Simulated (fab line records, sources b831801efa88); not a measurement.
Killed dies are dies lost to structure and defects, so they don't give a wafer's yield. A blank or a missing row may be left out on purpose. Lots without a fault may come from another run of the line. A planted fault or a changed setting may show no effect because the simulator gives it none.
Chamber matching | flow sky130 | SKY_VIA4_ETCH_12 on rie_diel-02: 4 sister chambers
The step etches SiO2 in C4F8/O2/Ar, stops on TiN, target depth 580 nm. 22 wafers are shown with their chamber, then 11 later ones without.

WAFERS WITH THEIR CHAMBER
wafer  | chamber | oes_product_au (a.u.)
L077.4 | 3       | 0.927
L077.5 | 1       | 0.922
L077.6 | 2       | 0.936
L078.1 | 0       | 0.929
L078.2 | 3       | 0.924
L078.4 | 2       | 0.922
L079.2 | 0       | 0.920
L079.4 | 2       | 0.926
L079.6 | 0       | 0.932
L082.2 | 3       | 0.925
L082.3 | 1       | 0.927
L082.6 | 1       | 0.921
L083.1 | 1       | 0.916
L083.4 | 3       | 0.933
L083.5 | 3       | 0.920
L085.1 | 1       | 0.932
L085.3 | 0       | 0.920
L085.6 | 2       | 0.927
L086.2 | 1       | 0.927
L086.5 | 1       | 0.918
L086.6 | 2       | 0.919
L093.2 | 2       | 0.926

SIGNATURES (means of the wafers above)
reading        | chamber 0 | chamber 1 | chamber 2 | chamber 3 | scatter within a chamber
oes_product_au | 0.92525   | 0.92329   | 0.92600   | 0.92580   | 0.00559
Rule: a wafer's distance from a chamber is the root of the sum, over the readings, of the square of ((its reading less the chamber's mean) divided by the reading's scatter). The wafer belongs to the nearest chamber; if the next one is less than 2 further off, it can't be placed. The scatter: the root of (the sum of the squares of (reading less its chamber's mean) over the shown wafers, divided by (wafers less chambers)).

WAFERS WITHOUT THEIR CHAMBER
wafer  | oes_product_au (a.u.)
L093.3 | 0.919
L093.5 | 0.929
L094.1 | 0.930
L094.2 | 0.929
L094.6 | 0.925
L095.1 | 0.926
L095.2 | 0.926
L095.3 | 0.915
L097.3 | 0.929
L097.4 | 0.926
L097.5 | 0.931

WHICH CHAMBER EACH WENT THROUGH
wafer  | from the rows above               | in truth
L093.3 | can't be placed: 1 or 0 or 3 or 2 | 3
L093.5 | can't be placed: 2 or 3 or 0 or 1 | 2
L094.1 | can't be placed: 2 or 3 or 0 or 1 | 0
L094.2 | can't be placed: 2 or 3 or 0 or 1 | 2
L094.6 | can't be placed: 0 or 3 or 2 or 1 | 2
L095.1 | can't be placed: 2 or 3 or 0 or 1 | 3
L095.2 | can't be placed: 2 or 3 or 0 or 1 | 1
L095.3 | can't be placed: 1 or 0 or 3 or 2 | 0
L097.3 | can't be placed: 2 or 3 or 0 or 1 | 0
L097.4 | can't be placed: 2 or 3 or 0 or 1 | 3
L097.5 | can't be placed: 2 or 3 or 0 or 1 | 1
Placed correctly: 0 of 11. Can't be placed from these rows: 11 (the true chamber is among the candidates in 11). Placed wrongly: 0.
